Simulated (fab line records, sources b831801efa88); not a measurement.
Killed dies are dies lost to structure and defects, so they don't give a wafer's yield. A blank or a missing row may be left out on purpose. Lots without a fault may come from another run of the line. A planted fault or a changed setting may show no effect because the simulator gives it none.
A struck lot beside a sound one | flow gf180mcu | 17 steps out of a route of 602
Sound: wafers L438.2, L438.3, L438.5. Struck: wafers L450.3, L450.6. (L450.1 of the same lot was not struck and is left out.) The cause comes at the end.
At each step with rows: each side's tool, then ch and its chambers, then its first start. Under that, the readings that differ: sound wafers | struck wafers | difference of the means | sigmas: that difference in standard deviations of wafers without a fault.
alike: readings whose means differ by less than 2 such deviations, and words and numbers that are the same on both sides. not compared: withheld readings, readings that some wafer has no value for, bounds like >300 that may hide the same value, and numbers for which the record gives no deviation and whose values overlap.
The two part at a step that has a row with sigmas, a row that says differs or no value, or rows on one side only. Numbers that don't overlap but have no deviation are shown without sigmas and don't part them. A reading that every wafer of one side lacks parts them only if that side has two wafers or more.

GF_V3_BOW_MEAS_05:
  sound on film_metro-02, day 22 05:25; struck on film_metro-01, day 26 08:56
  reading     | sound       | struck | difference | sigmas
  V3_BOW (um) | 126 130 126 | 113 87 | -27        | -3
then, 8 steps without rows for these wafers: GF_V3_DEHYDRATE_06 (time 60 s); GF_V3_HMDS_07 (prime time 60 s); GF_V3_COAT_08; GF_V3_COAT_09 (resist thk 1000 nm); GF_V3_SOFTBAKE_10 (time 57.84 s); GF_V3_EXPOSE_11 (exposes mask Via3, target cd 260 nm); GF_V3_PEB_12 (peb time 90 s); GF_V3_DEVELOP_13 (develop time 60 s).
GF_V3_CD_MEAS_14: target cd 260 nm.
  sound on cd_sem-02, day 23 04:39; struck on cd_sem-02, day 27 05:50
  alike: cd_nm
GF_V3_OVL_MEAS_15:
  sound on overlay-02, day 23 04:46; struck on overlay-02, day 27 05:57
  alike: V3_OVL
GF_V3_ETCH_16: etches BARC in N2/H2.
  sound on rie_diel-04 ch 2,3, day 23 04:47; struck on rie_diel-04 ch 0, day 27 05:59
  alike: bias_w, drypump_motor_current_A, oes_product_au, throttle_valve_pct
GF_V3_ETCH_17: etches SiO2 in C4F8/O2/Ar, stops on TiN, target depth 635 nm.
  sound on rie_diel-04 ch 2,3, day 23 04:00; struck on rie_diel-04 ch 0, day 27 06:00
  reading                                | sound             | struck      | difference | sigmas
  bias_w (W)                             | 1198 1203 1195    | 1874 1879   | +678       | +99 or more
  model.V3.feature_depth_nm (nm)         | 632.4 632.5 632.1 | 638.2 636.8 | +5.2       |
  model.TiN_of_M3_SPUTTER_04.thk_nm (nm) | 49.53 49.73 49.51 | 44.35 44.68 | -5.07      |
  alike: oes_product_au
GF_V3_STRIP_18: strips in O2/N2.
  sound on plasma_asher-01 ch 0,1, day 23 04:55; struck on plasma_asher-04 ch 1, day 27 06:07
  reading               | sound             | struck      | difference | sigmas
  oes_product_au (a.u.) | 0.595 0.592 0.589 | 0.579 0.578 | -0.013     | -3
  alike: drypump_motor_current_A, heater_power_w, o2_flow_sccm
  not compared: rf_hours_counter_h
GF_V3_STRIP_19: strips in post etch residue remover, time 1200 s.
  sound on wet_bench-01 ch 3, day 23 05:01; struck on wet_bench-01 ch 3, day 27 06:13
  reading                                | sound            | struck      | difference | sigmas
  model.TiN_of_M3_SPUTTER_04.thk_nm (nm) | 49.1 49.31 49.08 | 43.93 44.26 | -5.07      |
then, 1 step without rows for these wafers: GF_V3_CLEAN_20 (cleans in DIW).
-- the record jumps here: 6 days lie between the struck wafers' starts before and after (it left off in module V3 and takes up again in module PASSIVATION, whose first step shown is number 602 of the route) --
GF_PASSIVATION_PROBE_99:
  the record has rows for the struck wafers here (prober-02, day 33 00:54) and none for the sound ones

WHERE THEY PART
First at GF_V3_BOW_MEAS_05; last, within this record, at GF_PASSIVATION_PROBE_99.

WHY: what the simulator had put in
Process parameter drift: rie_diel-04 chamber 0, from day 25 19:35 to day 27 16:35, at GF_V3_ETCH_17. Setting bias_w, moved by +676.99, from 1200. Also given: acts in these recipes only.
